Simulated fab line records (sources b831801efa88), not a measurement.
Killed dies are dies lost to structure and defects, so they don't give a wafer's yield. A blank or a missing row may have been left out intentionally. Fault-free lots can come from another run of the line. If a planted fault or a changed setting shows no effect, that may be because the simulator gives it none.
Matching of chambers / flow sky130 / cmp-01 running SKY_VIA4_CMP_21: 4 sister chambers
The step polishes, stops on SiO2, t overpolish 25 s, target thk 0 nm. 4 wafers are shown with their chamber, then 12 later ones without.

WAFERS, EACH WITH ITS CHAMBER
wafer=L083.6; chamber=3; motor current A (A)=11.7
wafer=L087.1; chamber=0; motor current A (A)=10.0
wafer=L091.2; chamber=1; motor current A (A)=11.1
wafer=L091.5; chamber=2; motor current A (A)=12.7

WAFERS WITH NO CHAMBER GIVEN
wafer=L093.1; motor current A (A)=10.1
wafer=L093.4; motor current A (A)=13.2
wafer=L093.5; motor current A (A)=10.2
wafer=L094.3; motor current A (A)=10.3
wafer=L094.4; motor current A (A)=10.4
wafer=L094.6; motor current A (A)=11.5
wafer=L095.1; motor current A (A)=11.7
wafer=L095.2; motor current A (A)=10.5
wafer=L095.3; motor current A (A)=10.4
wafer=L097.2; motor current A (A)=9.8
wafer=L097.5; motor current A (A)=12.5
wafer=L097.6; motor current A (A)=12.5

WHICH CHAMBER EACH ONE RAN IN
wafer=L093.1; from the rows above=0; in truth=0
wafer=L093.4; from the rows above=2; in truth=2
wafer=L093.5; from the rows above=0; in truth=0
wafer=L094.3; from the rows above=can't be placed: 0 or 1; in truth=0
wafer=L094.4; from the rows above=can't be placed: 0 or 1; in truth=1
wafer=L094.6; from the rows above=can't be placed: 3 or 1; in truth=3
wafer=L095.1; from the rows above=can't be placed: 3 or 1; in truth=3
wafer=L095.2; from the rows above=can't be placed: 0 or 1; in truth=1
wafer=L095.3; from the rows above=can't be placed: 0 or 1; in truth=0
wafer=L097.2; from the rows above=0; in truth=0
wafer=L097.5; from the rows above=can't be placed: 2 or 3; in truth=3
wafer=L097.6; from the rows above=can't be placed: 2 or 3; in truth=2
4 of 12 placed correctly. From these rows, 8 cannot be placed; in 8 the true chamber is one of the candidates. Wrongly placed: 0.
How it was worked out, from the rows above alone: a wafer's distance from a chamber is the root of the sum, over the readings, of the square of ((its reading less the chamber's mean) divided by the reading's scatter). The wafer belongs to the nearest chamber; if the next one is less than 2 further off, it can't be placed. A chamber's mean is the mean of its shown wafers. The scatter: root of mean squared gap, hidden wafer to nearest shown wafer, with one shown wafer a chamber.
